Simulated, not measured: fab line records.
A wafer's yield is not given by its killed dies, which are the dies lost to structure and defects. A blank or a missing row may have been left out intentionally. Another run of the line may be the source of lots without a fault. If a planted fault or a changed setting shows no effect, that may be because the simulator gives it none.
Struck lot and sound lot, side by side / flow sky130 / 15 out of 708 route steps
Sound: the wafers L194.2, L194.3, L194.6. Wafers struck: L204.1, L204.2, L204.5. The cause comes at the end.
Per side, at each step with rows, come the tool, then ch with its chambers, and then its first start. Under that, the readings that differ: sound wafers / struck wafers / difference of the means / sigmas: that difference in standard deviations of wafers without a fault.
alike: words and numbers the same on both sides, and readings whose means are apart by under 2 such deviations; not compared: readings that were withheld, readings missing a value for some wafer, numbers with overlapping values and no deviation given by the record, and bounds like >300 which may hide the same value.
Wherever a step has rows on one side only, a row that says differs or no value, or a row with sigmas, the two part there. When numbers do not overlap yet have no deviation, they are printed without sigmas and do not part them. Lack of a reading on every wafer of one side parts them only where that side has two or more wafers.

first, 4 steps without rows for these wafers: SKY_SD_P_SOFTBAKE_03 (time 60 s); SKY_SD_P_EXPOSE_04 (exposes mask PSDM, target cd 380 nm); SKY_SD_P_PEB_05; SKY_SD_P_DEVELOP_06 (develop time 60 s).
SKY_SD_P_CD_MEAS_07: target cd 380 nm.
  sound on cd_sem-01 at day 25 13:40; struck on cd_sem-02 at day 29 08:58
  alike: cd_nm
SKY_SD_P_OVL_MEAS_08:
  sound on overlay-01 at day 25 13:46; struck on overlay-01 at day 29 09:05
reading=SD_P_OVL (nm); sound=-1.1 -0.5 0.1; struck=2.2 2.1 2.6; difference=+2.8; sigmas=+2
next, for these wafers, 1 step has no rows: SKY_SD_P_IMPLANT_09.
SKY_SD_P_STRIP_10: strips in O2/N2.
  sound on plasma_asher-03 ch 0,1, day 25 13:57; struck on plasma_asher-03 ch 0,1, day 29 09:16
reading=o2_flow_sccm (sccm); sound=2983 2979 2986; struck=3008 2994 3014; difference=+23; sigmas=+2
  alike: chamber_pressure_mTorr, drypump_motor_current_A, oes_product_au, strip_time_to_endpoint_s
  not compared: rf_hours_counter_h
SKY_SD_P_TW_MEAS_11:
  sound on film_metro-04 at day 25 14:04; struck on film_metro-02 at day 29 09:22
reading=SD_P_TW; sound=2816 2825 2835; struck=2891 2896 2895; difference=+69; sigmas=+2
then, 3 steps without rows for these wafers: SKY_RES_XHIGH_DEHYDRATE_00 (time 60 s); SKY_RES_XHIGH_HMDS_01 (prime time 60 s); SKY_RES_XHIGH_COAT_02 (resist thk 1140 nm).
SKY_RES_XHIGH_SOFTBAKE_03: time 60 s.
  sound on litho_track-04 ch 0, day 26 03:49; struck on litho_track-02 ch 0, day 29 23:05
reading=run_length_s (s); sound=89.29 89.29 89.42; struck=96.39 96.22 96.22; difference=+6.94; sigmas=+70
  alike: heater_power_total_W
then, 1 step without rows for these wafers: SKY_RES_XHIGH_EXPOSE_04 (exposes mask URPM, target cd 1270 nm).
-- record jumps: 19 days separate the struck wafers' starts on either side; left off in module RES_XHIGH, taken up again in module PAD_OPEN, whose first shown step is the route's number 708 --
SKY_PAD_OPEN_PROBE_99:
  sound on prober-01 at day 45 19:59; struck on prober-01 at day 48 11:20
reading=killed_dies; sound=78 81 76; struck=102 94 119; difference=+27; sigmas=+3
reading=killed_open; sound=51 40 43; struck=62 48 71; difference=+16; sigmas=+2
  alike: killed_at_M0_to_M3, killed_at_M4_up, killed_at_contacts, killed_at_front_end, killed_at_other, killed_short

WHERE THEY PART
First at SKY_SD_P_OVL_MEAS_08; last, within this record, at SKY_PAD_OPEN_PROBE_99.

WHY: whatever the simulator had introduced
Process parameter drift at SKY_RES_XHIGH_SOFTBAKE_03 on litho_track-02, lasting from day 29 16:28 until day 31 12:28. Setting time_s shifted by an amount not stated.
